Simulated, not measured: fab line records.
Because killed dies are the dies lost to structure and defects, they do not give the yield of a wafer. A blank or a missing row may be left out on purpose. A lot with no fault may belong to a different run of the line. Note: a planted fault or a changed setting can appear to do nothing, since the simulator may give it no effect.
One fault through the eyes of 2 desks -- flow sky130 -- only its own numbers are on each desk; what lay behind them is given at the end

## THE TOOL OWNER'S DESK: implanter-01
The tool's own readings at SKY_VT_ADJUST_NCORE_IMPLANT_09, given as means over the sampled wafers that have a number, one for each lot that went through this tool. The brackets show how far a lot's mean lies from the usual mean; more than 4 standard deviations puts the lot out of limits, marked OUT.
Columns: A = beam on s at SKY_VT_ADJUST_NCORE_IMPLANT_09, usual 9.99 s; B = dose ions cm2 at SKY_VT_ADJUST_NCORE_IMPLANT_09, usual 2.4005e+12; C = faraday current uA at SKY_VT_ADJUST_NCORE_IMPLANT_09, usual 13.54
lot,first seen here,A,B,C
L352,day 9 08:38,9.80,2.4002e+12,13.82
L355,day 9 11:40,9.88,2.4005e+12,13.71
L357,day 10 03:44,9.99,2.3990e+12,13.52
L358,day 10 11:05,10.01,2.4037e+12,13.47
L369,day 13 13:51,9.95,2.1792e+12 (-92) OUT,12.39
L371,day 14 05:10,10.05,2.1811e+12 (-91) OUT,12.26 (-4.4) OUT
Finding of this desk: L369, L371 out of limits; the first was L369 at day 13 13:51, on dose ions cm2 at SKY_VT_ADJUST_NCORE_IMPLANT_09. Within limits: L352, L355, L357, L358.

## FROM THE METROLOGY DESK
Lot by lot, what the gauges showed, no matter which tool ran the lot: averages of those sampled wafers that carry a number. The brackets show how far a lot's mean lies from the usual mean; more than 4 standard deviations puts the lot out of limits, marked OUT.
Columns: A = VT_ADJUST_NCORE_OVL at SKY_VT_ADJUST_NCORE_OVL_MEAS_08, usual -0.8 nm; B = VT_ADJUST_NCORE_TW at SKY_VT_ADJUST_NCORE_TW_MEAS_11, usual 220.8
lot,first seen here,A,B
L352,day 9 08:34,2.5,221.1
L354,day 9 10:07,-1.8,220.7
L353,day 9 10:25,-1.3,218.6
L355,day 9 11:36,-0.6,218.6
L357,day 10 03:41,-0.8,221.8
L358,day 10 11:00,-1.3,219.4
L361,day 11 03:20,-1.5,219.9
L362,day 11 13:09,-1.0,220.4
L369,day 13 13:49,-0.2,215.8 (-4.6) OUT
L371,day 14 05:08,-1.5,214.5 (-5.7) OUT
L375,day 15 15:07,0.2,221.3
This desk finds L369, L371 out of limits, with the earliest case on L369 at day 13 14:06 (VT_ADJUST_NCORE_TW at SKY_VT_ADJUST_NCORE_TW_MEAS_11). Within limits: L352, L354, L353, L355, L357, L358, L361, L362, L375.

## ALL TOGETHER
An alarm could have come from the tool owner's desk at day 13 13:51, on L369, L371.
Metrology desk: alarm possible at day 13 14:06 on L369, L371.
All the named lots went through SKY_VT_ADJUST_NCORE_IMPLANT_09 on implanter-01.

## WHAT THE SIMULATOR PUT IN
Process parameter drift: implanter-01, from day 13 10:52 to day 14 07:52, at SKY_VT_ADJUST_NCORE_IMPLANT_09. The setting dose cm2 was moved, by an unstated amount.
Shown lots that were struck: L369, L371.
Hours from the fault's start to each desk's first reading out of limits: the tool owner's desk, 3; the metrology desk, 3.
